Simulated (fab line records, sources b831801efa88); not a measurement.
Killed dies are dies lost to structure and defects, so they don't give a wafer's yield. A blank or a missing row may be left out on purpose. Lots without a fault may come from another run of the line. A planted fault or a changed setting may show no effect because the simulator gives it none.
Problem report in the 8D (eight disciplines) form, filled by code | flow gf180mcu | the parts of the form that need people (team, actions taken, sign-off) are left out

1. THE PROBLEM
cd_nm at GF_V1_CD_MEAS_14 reads a mean of 249.9 nm on 6 wafers of 2 lots; wafers without a fault read 260.2 nm with a standard deviation of 1.1. That is -9.3 standard deviations from the usual mean.
The step: target cd 260 nm.
First seen on wafer L149.2, day 20 23:58, on cd_sem-02. The record holds 39 wafers of 13 lots with a number at this step. Rule for "out", or "out of limits": more than 4 standard deviations from the usual mean. The other wafers with a number count as sound.

2. WHAT IT IS AND WHAT IT IS NOT
question                    | is                     | is not
which readings at this step | cd_nm                  | -
which lots                  | L149, L151             | L145, L148, L156, L159, L160, L161, L162, L163, L164, L166, L167
which wafers of those lots  | all that have a number | -
read on which gauges        | cd_sem-02              | cd_sem-01
when                        | from day 20 23:58      | up to then (6 sound wafers); but 27 sound wafers of L156, L159, L160, L161, L162, L163, L164, L166, L167 came after

3. SUSPECTS, AND WHAT RULES EACH OUT
Counting: a tool at a process step up to the reading stays a suspect if it ran every lot that is out and no sound lot after the first of them.
- the gauge at GF_V1_CD_MEAS_14: ruled out. All the wafers that are out were read on cd_sem-02, but those of them that GF_V1_SOFTBAKE_10 has rows for are out there too, on other tools.
- litho_track-02 at GF_V1_SOFTBAKE_10 (time 60 s): ruled out as a lasting fault. Sound lots L159, L161, L162, L163, L166 ran on it after its first lot that is out, L149 (day 20 11:00).
Left after counting: nothing in the record.

4. THE CAUSE (what the simulator had put in)
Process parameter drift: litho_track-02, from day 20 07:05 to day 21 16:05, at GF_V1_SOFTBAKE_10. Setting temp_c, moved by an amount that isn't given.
Counting ruled it out, wrongly: the rule takes a fault to strike every lot that its tool runs from its start on, and this one did not.

5. THE CHAIN OF EFFECTS, in route order
Each row: a reading whose mean over the struck wafers that have a number lies more than 3 standard deviations from the usual. Only readings for which the record gives a usual standard deviation are gone through. hours: the time from each lot's start at the first step in this table that gives one to its start at this step, as a median over the lots. sigmas: the change in usual standard deviations.
hours | step              | reading              | usual    | on struck wafers | change | sigmas
0     | GF_V1_SOFTBAKE_10 | heater_power_total_W | 93.06 W  | 89.19            | -3.87  | -72
0     | GF_V1_SOFTBAKE_10 | plate_temp_C         | 130.00 C | 125.93           | -4.07  | -34
13    | GF_V1_CD_MEAS_14  | cd_nm                | 260.2 nm | 249.9            | -10.3  | -9.3
The process steps in it:
- GF_V1_SOFTBAKE_10: time 60 s.
Later measuring or inspecting steps at which every struck wafer that the step has a row for has a number for every such reading, and none has moved that far: GF_V1_OVL_MEAS_15.

6. WHAT WOULD HAVE CAUGHT IT SOONER
In this record the first reading out of limits at a measuring or inspecting step was taken at day 20 23:58, 17 hours after the fault began at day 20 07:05.
The tool's own readings at GF_V1_SOFTBAKE_10 were out on every struck wafer that the step has a row for (heater_power_total_W, plate_temp_C): an alarm limit on them would have fired on the first of those.
